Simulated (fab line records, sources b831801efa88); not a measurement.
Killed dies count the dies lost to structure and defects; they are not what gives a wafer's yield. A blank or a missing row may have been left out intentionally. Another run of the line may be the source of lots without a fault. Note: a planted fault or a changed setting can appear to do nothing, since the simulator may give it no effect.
One fault seen from 2 desks    flow sky130    only its own numbers are on each desk; what lay behind them is given at the end

## TOOL OWNER'S DESK, implanter-04
SKY_LDD_HVP_IMPLANT_08, tool's own readings: per-lot mean of the sampled wafers with a number, covering each lot this tool ran. Marked OUT: a lot whose mean sits more than 4 standard deviations from the usual mean, which makes it out of limits; the brackets give that distance.
Columns: A = doseIonsCm2 at SKY_LDD_HVP_IMPLANT_08, usual 1.6998e+13; B = faradayCurrentUA at SKY_LDD_HVP_IMPLANT_08, usual 95.9
lot   first seen here  A                             B
L317  day 22 15:08     1.6999e+13                    95.8
L324  day 25 09:16     2.6063e+13 (+99 or more) OUT  147.2 (+27) OUT
L325  day 25 13:42     2.6075e+13 (+99 or more) OUT  144.2 (+25) OUT
L336  day 29 03:41     1.6985e+13                    96.7
L337  day 29 13:40     1.6993e+13                    95.5
Finding of this desk: L324, L325 out of limits; the first was L324 at day 25 09:16, on doseIonsCm2 at SKY_LDD_HVP_IMPLANT_08. L317, L336, L337 stayed within limits.

## AT THE METROLOGY DESK
Means of the sampled wafers that have a number, per lot and without regard to the tool the lot ran on: this is what the gauges read. Marked OUT: a lot whose mean sits more than 4 standard deviations from the usual mean, which makes it out of limits; the brackets give that distance.
Columns: A = cdNm at SKY_POLY_GATE_CD_MEAS_22, usual 150.7 nm; B = LDD_HVP_TW at SKY_LDD_HVP_TW_MEAS_10, usual 450
lot   first seen here  A      B
L314  day 16 15:16     149.5  452
L315  day 16 20:58     151.1  450
L316  day 17 12:33     151.4  449
L317  day 17 12:35     151.7  449
L324  day 20 06:37     150.6  523 (+20) OUT
L325  day 20 11:38     152.5  521 (+19) OUT
L330  day 22 06:53     150.9  450
L332  day 23 08:38     151.4  454
L334  day 23 17:36     151.4  443
L335  day 23 22:37     151.3  453
L336  day 24 07:46     151.6  452
L337  day 24 19:13     152.0  448
This desk reports L324, L325 out of limits; the earliest was L324 at day 25 09:29 (LDD_HVP_TW at SKY_LDD_HVP_TW_MEAS_10). L314, L315, L316, L317, L330, L332, L334, L335, L336, L337 stayed within limits.

## ALL TOGETHER
At day 25 09:16, on L324, L325, the tool owner's desk was in a position to raise an alarm.
On L324, L325, the metrology desk was in a position to raise an alarm at day 25 09:29.
The lots listed all ran SKY_LDD_HVP_IMPLANT_08 on implanter-04.

## WHAT THE SIMULATOR HAD PUT IN
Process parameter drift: implanter-04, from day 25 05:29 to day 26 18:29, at SKY_LDD_HVP_IMPLANT_08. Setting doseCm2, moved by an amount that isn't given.
Lots struck among those shown: L324, L325.
Counting hours from when the fault started, the first reading out of limits came at 4 for the tool owner's desk and at 4 for the metrology desk.
